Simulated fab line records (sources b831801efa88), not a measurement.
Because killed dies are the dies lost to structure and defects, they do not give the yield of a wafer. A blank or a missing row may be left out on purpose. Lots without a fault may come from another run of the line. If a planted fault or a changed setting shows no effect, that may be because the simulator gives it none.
Comparing a struck lot with a sound one || flow sky130 || 16 out of 708 route steps
Sound: wafers L168.2, L168.5, L168.6. Struck: wafers L186.1, L186.4. (L186.5 of the same lot was not struck and is left out.) The cause comes at the end.
For every step that has rows: the tool of each side, followed by ch and its chambers, followed by its first start. Under that, the readings that differ: sound wafers || struck wafers || difference of the means || sigmas: that difference in standard deviations of wafers without a fault.
alike: same words and numbers on both sides, and readings whose means sit less than 2 such deviations apart. not compared: any withheld reading, any reading some wafer has no value for, any bound like >300 that may hide the same value, and any number with overlapping values for which the record gives no deviation.
Wherever a step has rows on one side only, a row that says differs or no value, or a row with sigmas, the two part there. Numbers that don't overlap but have no deviation are shown without sigmas and don't part them. A reading that every wafer of one side lacks parts them only if that side has two wafers or more.

SKY_VIA1_CMP_02: polishes SiO2.
  sound on cmp-01 ch 0,1,2, day 34 13:46; struck on cmp-01 ch 1,2, day 39 13:05
{"reading": "retaining-ring-pressure-frac", "sound": "0.993 0.996 0.999", "struck": "1.003 1.011", "difference": "+0.011", "sigmas": "+2"}
  alike: motor-current-A
SKY_VIA1_BOW_MEAS_03:
  sound on film-metro-04 at day 34 13:56; struck on film-metro-04 at day 39 13:20
  alike: VIA1_BOW
then, 8 steps without rows for these wafers: SKY_VIA1_DEHYDRATE_04 (time 60 s); SKY_VIA1_HMDS_05 (prime time 60 s); SKY_VIA1_COAT_06 (resist thk 60 nm); SKY_VIA1_COAT_07 (resist thk 450 nm); SKY_VIA1_SOFTBAKE_08 (time 90 s); SKY_VIA1_EXPOSE_09 (exposes mask VIM, target cd 150 nm); SKY_VIA1_PEB_10; SKY_VIA1_DEVELOP_11 (develop time 60 s).
SKY_VIA1_CD_MEAS_12: the cd target is 150 nm.
  sound on cd-sem-02 at day 35 16:18; struck on cd-sem-02 at day 40 14:28
  alike: cd-nm
SKY_VIA1_OVL_MEAS_13:
  sound on overlay-01 at day 35 16:25; struck on overlay-02 at day 40 14:35
  alike: VIA1_OVL
SKY_VIA1_ETCH_14: etches BARC in N2/H2, stops on SiO2, time 45.9 s, target depth 60 nm.
  sound on rie-diel-02 ch 2,3, day 35 16:26; struck on rie-diel-02 ch 0,3, day 40 14:37
{"reading": "oes-product-au (a.u.)", "sound": "0.856 0.854 0.850", "struck": "0.990 0.980", "difference": "+0.132", "sigmas": "+29"}
{"reading": "run-length-s (s)", "sound": "73.7 75.0 73.8", "struck": "60.3 60.8", "difference": -13.6, "sigmas": -28}
{"reading": "throttle-valve-pct (%)", "sound": "13.220 13.220 13.220", "struck": "13.235 13.250", "difference": "+0.022", "sigmas": "+3"}
{"reading": "model.KrF-thick_of_VIA1_COAT_07.thk-nm (nm)", "sound": "390.8 391.9 391", "struck": "406.2 406.7", "difference": "+15.2", "sigmas": ""}
{"reading": "model.etch.depth-nm (nm)", "sound": "60.13 60.15 60.23", "struck": "53.56 52.98", "difference": -6.90, "sigmas": ""}
{"reading": "model.VIA1.cd-nm (nm)", "sound": "149 152.1 149.4", "struck": "148.6 147.9", "difference": -1.9, "sigmas": ""}
  alike: drypump-motor-current-A
  not compared: rf-hours-counter-h
SKY_VIA1_ETCH_15: etches SiO2 in C4F8/O2/Ar, stops on TiN, target depth 351 nm, time 54 s.
  sound on rie-diel-02 ch 2,3, day 35 16:29; struck on rie-diel-02 ch 0,3, day 40 14:40
{"reading": "oes-product-au (a.u.)", "sound": "0.982 0.979 0.977", "struck": "0.376 0.376", "difference": -0.603, "sigmas": -96}
{"reading": "model.KrF-thick_of_VIA1_COAT_07.thk-nm (nm)", "sound": "321.2 322.8 321.4", "struck": "336.1 338.3", "difference": "+15.4", "sigmas": ""}
  alike: run-length-s
  not compared: rf-hours-counter-h
SKY_VIA1_STRIP_16: strips in O2/N2.
  sound on plasma-asher-02 ch 0,1, day 35 16:31; struck on plasma-asher-02 ch 0,1, day 40 14:43
{"reading": "strip-time-to-endpoint-s (s)", "sound": "4.446 4.480 4.448", "struck": "4.600 4.630", "difference": "+0.157", "sigmas": "+7"}
  alike: drypump-motor-current-A, oes-product-au
  not compared: rf-hours-counter-h
then, 1 step without rows for these wafers: SKY_VIA1_STRIP_17 (strips in post etch residue remover, time 1200 s).

## WHERE THEY PART
Earliest at SKY_VIA1_CMP_02; latest, in this record, at SKY_VIA1_STRIP_16.

WHY: what the simulator had put in
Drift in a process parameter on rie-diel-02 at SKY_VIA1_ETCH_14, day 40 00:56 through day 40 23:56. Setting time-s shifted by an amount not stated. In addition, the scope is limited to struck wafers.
